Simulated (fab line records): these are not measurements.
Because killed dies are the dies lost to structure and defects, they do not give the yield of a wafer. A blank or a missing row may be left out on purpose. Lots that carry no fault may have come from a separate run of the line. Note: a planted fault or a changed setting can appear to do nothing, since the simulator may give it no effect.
Chamber matching    flow sky130    SKY_METAL3_ETCH_17 on rie diel-04: 4 sister chambers
The step etches SiO2 in C4F8/O2/Ar, stops on TiN, time 3.9 s, target depth 15 nm. 4 wafers are shown with their chamber, then 7 later ones without.

WAFERS, EACH WITH ITS CHAMBER
wafer   chamber  oes product au (a.u.)
L075.3  3        0.752
L091.5  1        0.767
L092.3  0        0.764
L092.4  2        0.755

WAFERS MISSING THEIR CHAMBER
wafer   oes product au (a.u.)
L092.6  0.768
L094.2  0.754
L094.3  0.752
L094.6  0.767
L095.2  0.757
L095.3  0.748
L095.6  0.751

THE CHAMBER EACH PASSED THROUGH
wafer   from the rows above      in truth
L092.6  can't be placed: 1 or 0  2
L094.2  can't be placed: 2 or 3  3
L094.3  can't be placed: 3 or 2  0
L094.6  can't be placed: 1 or 0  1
L095.2  can't be placed: 2 or 3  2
L095.3  can't be placed: 3 or 2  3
L095.6  can't be placed: 3 or 2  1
0 of 7 placed correctly. These rows do not allow placing 7 (true chamber among the candidates in 4). Wrongly placed: 0.
How it was worked out, from the rows above alone: a wafer's distance from a chamber is the root of the sum, over the readings, of the square of ((its reading less the chamber's mean) divided by the reading's scatter). If the next closest chamber is less than 2 further off than the closest, the wafer can't be placed; otherwise it belongs to the closest. The mean given for a chamber averages the wafers shown for that chamber. The scatter (one wafer shown for each chamber): square how far every hidden wafer sits from the nearest shown wafer, average those squares and take the square root.
